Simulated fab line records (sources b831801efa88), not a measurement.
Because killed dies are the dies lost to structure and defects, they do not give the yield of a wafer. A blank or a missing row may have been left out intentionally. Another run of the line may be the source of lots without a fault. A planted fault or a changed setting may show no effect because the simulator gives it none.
Shared-tool check | flow sky130 | 11 lots, 33 wafers sampled

WHAT PROMPTED THE OPENING
SKY_LDD_P_TW_MEAS_11, reading LDD_P_TW: flagged on 1 of 11 lots. No-fault wafers: 633, standard deviation 7.7.
Rule: a lot gets a flag if all its wafers with a number sit over 4 standard deviations from that mean, or if no wafer of it has a number. As for the other lots, they are considered sound.

lot  | measured     | on            | LDD_P_TW, wafer by wafer | flag
L935 | day 19 12:21 | film metro-04 | 635 637 635              |
L937 | day 19 20:23 | film metro-02 | 626 628 625              |
L938 | day 20 15:13 | film metro-03 | 635 637 637              |
L939 | day 20 17:59 | film metro-03 | 633 638 634              |
L946 | day 23 09:28 | film metro-04 | 30 30 30                 | FLAGGED
L948 | day 24 05:40 | film metro-02 | 625 628 626              |
L950 | day 24 17:44 | film metro-03 | 635 636 637              |
L952 | day 25 09:30 | film metro-04 | 640 647 643              |
L953 | day 25 23:03 | film metro-02 | 623 624 626              |
L956 | day 26 15:37 | film metro-02 | 626 622 623              |
L958 | day 27 08:46 | film metro-03 | 638 642 639              |
The numbers of the flagged lots are 30 on average: -603 against the usual, or -78 standard deviations.

EACH LOT AND THE TOOL IT RAN ON
Before the reading, the record contains 3 process steps out of a 708-step route. Each cell gives the tool, then ch followed by the chambers the sampled wafers passed through, then the start.
lot  | flag    | SKY_DNWELL_STRIP_08                 | SKY_VT_ADJUST_PCH_STRIP_09           | SKY_LDD_P_EXPOSE_04
L935 |         | plasma asher-03 ch 0,1, day 3 09:16 | plasma asher-01 ch 0,1, day 10 17:34 | iline stepper-01 ch 0, day 18 21:26
L937 |         | plasma asher-01 ch 0,1, day 3 14:55 | plasma asher-02 ch 0,1, day 11 01:59 | iline stepper-02 ch 0, day 19 04:29
L938 |         | plasma asher-03 ch 0,1, day 3 20:54 | plasma asher-02 ch 0,1, day 11 13:14 | iline stepper-02 ch 0, day 19 23:28
L939 |         | plasma asher-03 ch 0,1, day 4 03:19 | plasma asher-01 ch 0,1, day 11 18:34 | iline stepper-01 ch 0, day 20 02:34
L946 | FLAGGED | plasma asher-03 ch 0,1, day 5 14:25 | plasma asher-02 ch 0,1, day 13 21:53 | iline stepper-01 ch 0, day 22 18:25
L948 |         | plasma asher-03 ch 0,1, day 6 02:34 | plasma asher-01 ch 0,1, day 14 16:25 | iline stepper-01 ch 0, day 23 14:07
L950 |         | plasma asher-04 ch 0,1, day 6 11:58 | plasma asher-02 ch 0,1, day 15 03:50 | iline stepper-01 ch 0, day 24 03:05
L952 |         | plasma asher-03 ch 0,1, day 6 23:36 | plasma asher-03 ch 0,1, day 15 21:10 | iline stepper-02 ch 0, day 24 18:22
L953 |         | plasma asher-04 ch 0,1, day 7 06:49 | plasma asher-02 ch 0,1, day 16 05:10 | iline stepper-01 ch 0, day 25 08:16
L956 |         | plasma asher-04 ch 0,1, day 7 20:00 | plasma asher-03 ch 0,1, day 17 02:59 | iline stepper-01 ch 0, day 26 01:05
L958 |         | plasma asher-04 ch 0,1, day 8 08:13 | plasma asher-03 ch 0,1, day 17 20:46 | iline stepper-01 ch 0, day 26 18:14
These steps, and what they do:
- SKY_DNWELL_STRIP_08: strips in O2/N2.
- SKY_VT_ADJUST_PCH_STRIP_09: strips in O2/N2.
- SKY_LDD_P_EXPOSE_04: exposes mask PSDM, target cd 380 nm.
- SKY_LDD_P_TW_MEAS_11

FLAGGED OVER TOTAL, TOOL BY TOOL (the gauges that took the reading come last)
step                       | tool             | lots run | flagged | share of the flagged lots | sound lots run after its first flagged lot
SKY_DNWELL_STRIP_08        | plasma asher-01  | 1        | 0       | none                      | -
SKY_DNWELL_STRIP_08        | plasma asher-03  | 6        | 1       | all                       | 2 (L948,L952)
SKY_DNWELL_STRIP_08        | plasma asher-04  | 4        | 0       | none                      | -
SKY_VT_ADJUST_PCH_STRIP_09 | plasma asher-01  | 3        | 0       | none                      | -
SKY_VT_ADJUST_PCH_STRIP_09 | plasma asher-02  | 5        | 1       | all                       | 2 (L950,L953)
SKY_VT_ADJUST_PCH_STRIP_09 | plasma asher-03  | 3        | 0       | none                      | -
SKY_LDD_P_EXPOSE_04        | iline stepper-01 | 8        | 1       | all                       | 5 (L948,L950,L953,L956,L958)
SKY_LDD_P_EXPOSE_04        | iline stepper-02 | 3        | 0       | none                      | -
SKY_LDD_P_TW_MEAS_11       | film metro-02    | 4        | 0       | none                      | -
SKY_LDD_P_TW_MEAS_11       | film metro-03    | 4        | 0       | none                      | -
SKY_LDD_P_TW_MEAS_11       | film metro-04    | 3        | 1       | all                       | 1 (L952)

WHAT IS ALLOWED BY THE TABLE
4 rows of the table ran every flagged lot: plasma asher-03 at SKY_DNWELL_STRIP_08, plasma asher-02 at SKY_VT_ADJUST_PCH_STRIP_09, iline stepper-01 at SKY_LDD_P_EXPOSE_04, film metro-04 at SKY_LDD_P_TW_MEAS_11.
- plasma asher-03 at SKY_DNWELL_STRIP_08 ran 6 lots, 1 of them flagged. After the first flagged lot (L948, L952), sound lots still ran on it; a lasting fault on the whole tool would not permit that.
- plasma asher-02 at SKY_VT_ADJUST_PCH_STRIP_09 ran 5 lots, 1 of them flagged. After the first flagged lot (L950, L953), sound lots still ran on it; a lasting fault on the whole tool would not permit that.
- iline stepper-01 at SKY_LDD_P_EXPOSE_04 ran 8 lots, 1 of them flagged. After the first flagged lot (L948, L950, L953, L956, L958), sound lots still ran on it; a lasting fault on the whole tool would not permit that.
- film metro-04 at SKY_LDD_P_TW_MEAS_11 ran 3 lots, 1 of them flagged. After the first flagged lot (L952), sound lots still ran on it; a lasting fault on the whole tool would not permit that.
Every row of the table either missed a flagged lot or ran a sound lot after the first.

WHAT WAS PUT IN BY THE SIMULATOR
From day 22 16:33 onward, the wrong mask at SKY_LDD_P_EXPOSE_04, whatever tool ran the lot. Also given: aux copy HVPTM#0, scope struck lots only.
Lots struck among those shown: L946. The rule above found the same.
